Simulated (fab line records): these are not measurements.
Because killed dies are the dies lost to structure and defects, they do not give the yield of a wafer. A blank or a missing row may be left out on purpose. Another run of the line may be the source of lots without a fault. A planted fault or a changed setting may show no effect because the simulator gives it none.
Comparing a struck lot with a sound one	flow sky130	15 steps out of a route of 708
Sound: these wafers, L841.2, L841.3, L841.6. Wafers struck: L834.1, L834.3, L834.4. The cause comes at the end.
At each step with rows: each side's tool, then ch and its chambers, then its first start. Under that, the readings that differ: sound wafers	struck wafers	difference of the means	sigmas: that difference in standard deviations of wafers without a fault.
alike: words and numbers the same on both sides, and readings whose means are apart by under 2 such deviations; not compared: readings that were withheld, readings missing a value for some wafer, numbers with overlapping values and no deviation given by the record, and bounds like >300 which may hide the same value.
The two part at a step that has a row with sigmas, a row that says differs or no value, or rows on one side only. Non-overlapping numbers with no deviation appear without sigmas and do not part them. A reading that every wafer of one side lacks parts them only if that side has two wafers or more.

first, 4 steps without rows for these wafers: SKY_LDD_P_SOFTBAKE_03 (time 60 s); SKY_LDD_P_EXPOSE_04 (exposes mask PSDM, target cd 380 nm); SKY_LDD_P_PEB_05; SKY_LDD_P_DEVELOP_06 (develop time 60 s).
SKY_LDD_P_CD_MEAS_07: the cd target is 380 nm.
  struck on cd-sem-01, day 21 23:28; sound on cd-sem-02, day 24 20:44
  alike: cd-nm
SKY_LDD_P_OVL_MEAS_08:
  struck on overlay-01, day 21 23:35; sound on overlay-01, day 24 20:51
  alike: LDD_P_OVL
after that, 1 step had no rows for these wafers: SKY_LDD_P_IMPLANT_09.
SKY_LDD_P_STRIP_10: strips in O2/N2.
  sound on plasma-asher-02 ch 0,1, day 24 21:02; struck on plasma-asher-03 ch 0,1, day 21 23:47
  alike: drypump-motor-current-A, oes-product-au, strip-time-to-endpoint-s
  not compared: rf-hours-counter-h
SKY_LDD_P_TW_MEAS_11:
  struck on film-metro-01, day 21 23:53; sound on film-metro-01, day 24 21:08
  alike: LDD_P_TW
then, 3 steps without rows for these wafers: SKY_LDD_HVN_DEHYDRATE_00 (time 60 s); SKY_LDD_HVN_HMDS_01 (prime time 60 s); SKY_LDD_HVN_COAT_02 (resist thk 300 nm).
SKY_LDD_HVN_SOFTBAKE_03: time 60 s.
  sound on litho-track-01 ch 0, day 25 12:10; struck on litho-track-04 ch 0, day 22 14:16
reading	sound	struck	difference	sigmas
heater-power-total-W (W)	56.60 56.64 56.67	57.23 57.29 57.35	+0.65	+15
run-length-s (s)	89.50 89.36 89.37	87.04 86.67 86.70	-2.61	-16
then, 1 step without rows for these wafers: SKY_LDD_HVN_EXPOSE_04 (exposes mask HVNTM, target cd 700 nm).
-- record jumps: 26 days separate the struck wafers' starts on either side; left off in module LDD_HVN, taken up again in module PAD_OPEN, whose first shown step is the route's number 708 --
SKY_PAD_OPEN_PROBE_99:
  struck on prober-02, day 48 04:28; sound on prober-02, day 49 23:26
  alike: killed_at_M0_to_M3, killed_at_M4_up, killed-at-contacts, killed-at-front-end, killed-at-other, killed-dies, killed-open, killed-short

== WHERE THEY PART ==
SKY_LDD_HVN_SOFTBAKE_03 only, going by this record. Later steps at which nothing parts them and some readings are alike: SKY_PAD_OPEN_PROBE_99.

WHY: the cause the simulator had injected
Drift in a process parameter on litho-track-04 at SKY_LDD_HVN_SOFTBAKE_03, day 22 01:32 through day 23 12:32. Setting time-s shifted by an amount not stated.
